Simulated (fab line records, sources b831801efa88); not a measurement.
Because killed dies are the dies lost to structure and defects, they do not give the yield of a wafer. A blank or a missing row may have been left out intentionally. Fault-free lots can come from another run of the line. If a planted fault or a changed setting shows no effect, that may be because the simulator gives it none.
Which of the tools did it?    flow sky130    72 wafers from 24 lots sampled at 6 of the route's 708 steps

== WHAT EACH GAUGE READ, for each wafer ==
SKY_VIA1_OVL_MEAS_13. Usual: VIA1_OVL 2 nm, standard deviation 5.5.
lot   measured      on          VIA1_OVL (nm)  flag
L075  day 34 09:16  overlay-01  5 -3 5         
L074  day 34 10:59  overlay-02  5 7 5          
L077  day 34 23:38  overlay-02  -4 6 -4        
L076  day 35 00:46  overlay-01  4 -1 -2        
L078  day 35 07:50  overlay-01  3 0 -2         
L079  day 35 23:53  overlay-01  7 4 1          
L081  day 36 05:29  overlay-01  -14 -10 -4     
L080  day 36 08:19  overlay-02  17 10 11       
L082  day 36 13:36  overlay-02  -7 -6 -1       
L083  day 36 23:35  overlay-01  -5 -1 1        
L084  day 37 05:38  overlay-01  4 -3 -1        
L085  day 37 08:51  overlay-02  0 -4 3         
L086  day 37 21:19  overlay-01  -5 5 2         
L087  day 38 05:50  overlay-02  2 1 9          
L088  day 38 17:55  overlay-01  -1 2 -3        
L089  day 38 19:25  overlay-02  2 4 2          
L090  day 39 01:25  overlay-01  12 17 11       
L091  day 39 07:17  overlay-02  -1 -5 -4       
L092  day 39 07:37  overlay-02  6 7 -3         
L093  day 39 17:08  overlay-01  2 4 13         
L094  day 39 20:11  overlay-01  -3 -10 -6      
L095  day 40 00:43  overlay-02  6 5 3          
L096  day 40 06:55  overlay-01  1 -1 -3        
L097  day 40 18:05  overlay-02  -5 -2 6        

SKY_CAPM_OVL_MEAS_12. Usual: CAPM_OVL -1.1 nm, standard deviation 1.4.
lot   measured      on          CAPM_OVL (nm)   flag
L075  day 37 19:31  overlay-01  0.7 -0.6 0.1    
L074  day 37 20:37  overlay-02  -2.6 -1.5 -0.9  
L077  day 38 09:13  overlay-01  -0.3 -0.1 -1.7  
L076  day 38 10:19  overlay-01  -3.8 -2.8 -1.8  
L078  day 38 17:49  overlay-02  1.4 -1.8 -0.8   
L079  day 39 08:46  overlay-02  0.9 -0.4 -0.1   
L081  day 39 14:10  overlay-01  -1.8 -0.5 -0.3  
L080  day 39 17:10  overlay-02  -3.4 -2.9 -3.9  
L082  day 39 22:16  overlay-02  1.2 0.1 1.0     
L083  day 40 07:16  overlay-02  -1.5 -2.4 -3.0  
L084  day 40 13:37  overlay-02  0.8 0.1 0.2     
L085  day 40 14:14  overlay-01  -2.6 -2.4 -2.9  
L086  day 41 04:37  overlay-01  -3.3 -3.3 -3.1  
L087  day 41 12:43  overlay-01  0.4 -0.4 -0.2   
L088  day 41 23:46  overlay-01  -1.1 1.3 0.2    
L089  day 42 01:22  overlay-02  -0.7 0.0 -1.4   
L090  day 42 08:29  overlay-02  -2.7 -3.9 -4.2  
L091  day 42 12:23  overlay-01  -0.5 -1.1 -1.9  
L092  day 42 13:29  overlay-01  -0.8 0.0 -1.8   
L093  day 42 22:31  overlay-02  -2.9 -0.9 -2.5  
L094  day 43 00:08  overlay-02  -1.0 -1.0 -0.8  
L095  day 43 03:56  overlay-01  0.5 -0.5 0.1    
L096  day 43 10:55  overlay-01  -1.6 -1.0 -2.0  
L097  day 43 21:37  overlay-01  -1.7 -0.4 -2.1  

SKY_METAL5_RS_MEAS_05: measurement is done with a four-point probe. Usual: METAL5_ALCU_RS 0.02707 ohm/sq, standard deviation 0.0003.
lot   measured      on             METAL5_ALCU_RS (ohm/sq)  flag
L075  day 43 04:37  film metro-01  0.0268 0.0266 0.02711    
L074  day 43 05:17  film metro-03  0.02726 0.02746 0.02745  
L077  day 43 17:59  film metro-03  0.02736 0.02716 0.02717  
L076  day 43 19:13  film metro-01  0.027 0.02697 0.02682    
L078  day 44 00:34  film metro-01  0.02744 0.0269 0.02717   
L079  day 44 17:31  film metro-02  0.02694 0.02694 0.02696  
L081  day 44 20:33  film metro-03  0.02702 0.02691 0.02717  
L080  day 44 23:11  film metro-03  0.0273 0.02708 0.02683   
L082  day 45 04:48  film metro-02  0.0279 0.02765 0.02761   
L083  day 45 11:26  film metro-01  0.02672 0.02704 0.02706  
L084  day 45 17:34  film metro-03  0.02743 0.02741 0.0272   
L085  day 45 18:56  film metro-03  0.0272 0.02684 0.0271    
L086  day 46 07:29  film metro-03  0.02695 0.02661 0.02655  
L087  day 46 15:02  film metro-03  0.02687 0.02699 0.02681  
L088  day 46 22:41  film metro-01  0.0273 0.02696 0.02676   
L089  day 47 00:22  film metro-02  0.02717 0.02726 0.02722  
L090  day 47 07:47  film metro-03  0.02688 0.02703 0.02731  
L091  day 47 10:29  film metro-02  0.02681 0.02718 0.02674  
L092  day 47 11:17  film metro-02  0.02716 0.02736 0.02747  
L093  day 47 18:28  film metro-02  0.02688 0.02689 0.02693  
L094  day 47 20:10  film metro-01  0.0271 0.0267 0.02649    
L095  day 47 23:49  film metro-01  0.02689 0.02685 0.0269   
L096  day 48 05:40  film metro-02  0.02699 0.02696 0.02672  
L097  day 48 13:59  film metro-03  0.02766 0.02742 0.02759  

== WHICH TOOL RAN EACH LOT (tool, then ch and the chambers of the sampled wafers, then the start) ==
lot   SKY_CAP2M_METAL_ETCH_13            SKY_VIA4_SPUTTER_17           SKY_METAL5_SPUTTER_00
L075  rie metal-03 ch 0,1, day 41 01:35  pvd sputter-02, day 43 03:45  pvd sputter-03, day 43 04:26
L074  rie metal-04 ch 0,1, day 41 02:15  pvd sputter-01, day 43 04:26  pvd sputter-04, day 43 05:07
L077  rie metal-01 ch 0,1, day 41 14:52  pvd sputter-01, day 43 17:07  pvd sputter-04, day 43 17:49
L076  rie metal-03 ch 0,1, day 41 16:18  pvd sputter-01, day 43 18:22  pvd sputter-01, day 43 19:03
L078  rie metal-04 ch 0,1, day 41 22:34  pvd sputter-02, day 43 23:41  pvd sputter-03, day 44 00:23
L079  rie metal-01 ch 0,1, day 42 13:59  pvd sputter-03, day 44 16:31  pvd sputter-03, day 44 17:20
L081  rie metal-01 ch 0, day 42 17:12    pvd sputter-02, day 44 19:13  pvd sputter-01, day 44 20:22
L080  rie metal-01 ch 0,1, day 42 21:14  pvd sputter-02, day 44 22:17  pvd sputter-03, day 44 22:59
L082  rie metal-01 ch 0,1, day 43 02:44  pvd sputter-01, day 45 03:54  pvd sputter-03, day 45 04:35
L083  rie metal-01 ch 0,1, day 43 10:25  pvd sputter-03, day 45 10:34  pvd sputter-01, day 45 11:16
L084  rie metal-01 ch 0,1, day 43 17:19  pvd sputter-01, day 45 16:43  pvd sputter-01, day 45 17:24
L085  rie metal-04 ch 0,1, day 43 17:59  pvd sputter-03, day 45 18:01  pvd sputter-01, day 45 18:42
L086  rie metal-04 ch 0, day 44 07:55    pvd sputter-03, day 46 06:20  pvd sputter-04, day 46 07:18
L087  rie metal-04 ch 0,1, day 44 16:01  pvd sputter-03, day 46 14:10  pvd sputter-01, day 46 14:52
L088  rie metal-03 ch 0, day 45 01:21    pvd sputter-03, day 46 21:49  pvd sputter-01, day 46 22:31
L089  rie metal-04 ch 0,1, day 45 01:53  pvd sputter-01, day 46 23:31  pvd sputter-04, day 47 00:13
L090  rie metal-01 ch 0,1, day 45 09:41  pvd sputter-03, day 47 06:53  pvd sputter-03, day 47 07:35
L091  rie metal-03 ch 0,1, day 45 13:08  pvd sputter-03, day 47 09:34  pvd sputter-03, day 47 10:15
L092  rie metal-01 ch 0,1, day 45 14:41  pvd sputter-01, day 47 10:13  pvd sputter-01, day 47 11:04
L093  rie metal-03 ch 0,1, day 45 22:19  pvd sputter-03, day 47 17:37  pvd sputter-04, day 47 18:18
L094  rie metal-04 ch 0,1, day 46 00:22  pvd sputter-03, day 47 19:16  pvd sputter-04, day 47 19:57
L095  rie metal-03 ch 0,1, day 46 03:47  pvd sputter-02, day 47 22:55  pvd sputter-04, day 47 23:36
L096  rie metal-01 ch 0,1, day 46 10:25  pvd sputter-02, day 48 04:42  pvd sputter-01, day 48 05:29
L097  rie metal-04 ch 0,1, day 46 19:16  pvd sputter-02, day 48 13:01  pvd sputter-04, day 48 13:50
- SKY_CAP2M_METAL_ETCH_13: etches TiN in Cl2/BCl3, stops on SiO2, target depth 220 nm, time 62.9 s.
- SKY_VIA4_SPUTTER_17: material TiN, target thk 20 nm, time 80 s.
- SKY_METAL5_SPUTTER_00: material Ti, target thk 15 nm, time 10 s.

== AS READ BY THE TOOLS THEMSELVES (means over the sampled wafers that have a number; for cases with no such wafer, the mark the record gives instead) ==
SKY_CAP2M_METAL_ETCH_13. Usual: drypump motor current A 5.6 A, standard deviation 0.54; oes product au 0.941 a.u., standard deviation 0.0074; throttle valve pct 21.902 %, standard deviation 0.011.
lot   tool          drypump motor current A (A)  oes product au (a.u.)  throttle valve pct (%)  flag
L075  rie metal-03  5.3                          0.954                  21.887                  
L074  rie metal-04  5.3                          0.949                  21.901                  
L077  rie metal-01  5.8                          0.933                  21.902                  
L076  rie metal-03  5.3                          0.936                  21.912                  
L078  rie metal-04  5.9                          0.937                  21.910                  
L079  rie metal-01  5.8                          0.938                  21.888                  
L081  rie metal-01  5.7                          0.939                  21.911                  
L080  rie metal-01  5.8                          0.948                  21.900                  
L082  rie metal-01  5.7                          0.936                  21.898                  
L083  rie metal-01  5.8                          0.940                  21.900                  
L084  rie metal-01  5.7                          0.941                  21.906                  
L085  rie metal-04  5.4                          0.947                  21.894                  
L086  rie metal-04  4.8                          0.938                  21.906                  
L087  rie metal-04  5.4                          0.947                  21.903                  
L088  rie metal-03  5.6                          0.940                  21.907                  
L089  rie metal-04  5.9                          0.938                  21.896                  
L090  rie metal-01  5.8                          0.946                  21.893                  
L091  rie metal-03  5.3                          0.941                  21.915                  
L092  rie metal-01  5.8                          0.949                  21.899                  
L093  rie metal-03  5.3                          0.930                  21.909                  
L094  rie metal-04  5.9                          0.943                  21.906                  
L095  rie metal-03  5.3                          0.945                  21.899                  
L096  rie metal-01  5.8                          0.935                  21.912                  
L097  rie metal-04  5.4                          0.945                  21.891                  

SKY_VIA4_SPUTTER_17. Usual: 29.9 % for throttle valve pct, sd 1.1.
lot   tool            throttle valve pct (%)  flag
L075  pvd sputter-02  29.8                    
L074  pvd sputter-01  29.4                    
L077  pvd sputter-01  29.6                    
L076  pvd sputter-01  29.4                    
L078  pvd sputter-02  29.9                    
L079  pvd sputter-03  30.0                    
L081  pvd sputter-02  31.0                    
L080  pvd sputter-02  29.8                    
L082  pvd sputter-01  29.5                    
L083  pvd sputter-03  29.7                    
L084  pvd sputter-01  29.6                    
L085  pvd sputter-03  29.5                    
L086  pvd sputter-03  30.7                    
L087  pvd sputter-03  30.2                    
L088  pvd sputter-03  29.0                    
L089  pvd sputter-01  29.6                    
L090  pvd sputter-03  30.8                    
L091  pvd sputter-03  31.2                    
L092  pvd sputter-01  30.3                    
L093  pvd sputter-03  30.2                    
L094  pvd sputter-03  30.6                    
L095  pvd sputter-02  30.1                    
L096  pvd sputter-02  30.8                    
L097  pvd sputter-02  29.0                    

SKY_METAL5_SPUTTER_00. Usual: 30.3 % for throttle valve pct, sd 0.97.
lot   tool            throttle valve pct (%)  flag
L075  pvd sputter-03  30.8                    
L074  pvd sputter-04  31.1                    
L077  pvd sputter-04  31.3                    
L076  pvd sputter-01  29.5                    
L078  pvd sputter-03  29.9                    
L079  pvd sputter-03  30.7                    
L081  pvd sputter-01  29.8                    
L080  pvd sputter-03  30.1                    
L082  pvd sputter-03  30.9                    
L083  pvd sputter-01  29.9                    
L084  pvd sputter-01  29.6                    
L085  pvd sputter-01  29.7                    
L086  pvd sputter-04  30.8                    
L087  pvd sputter-01  29.7                    
L088  pvd sputter-01  29.9                    
L089  pvd sputter-04  30.8                    
L090  pvd sputter-03  30.8                    
L091  pvd sputter-03  30.3                    
L092  pvd sputter-01  29.9                    
L093  pvd sputter-04  30.9                    
L094  pvd sputter-04  30.9                    
L095  pvd sputter-04  31.8                    
L096  pvd sputter-01  29.6                    
L097  pvd sputter-04  31.0                    

== THE ANSWER, worked out from the rows above alone ==
Rule: lot off if the mean of its wafers having a number is beyond 3 standard deviations from the usual mean. A lot without any number at a reading at which 4 lots or more have one is off too. All remaining lots with rows at the step are treated as sound. First the gauges in route order, then the tools' own readings, where a lot's mean is used as printed above. At the first step where some lot is off, the reading lying furthest off is the one used; lots without a number count as furthest.
None of the lots is off at any reading shown; this tells nothing.

== WHAT WAS PUT IN BY THE SIMULATOR ==
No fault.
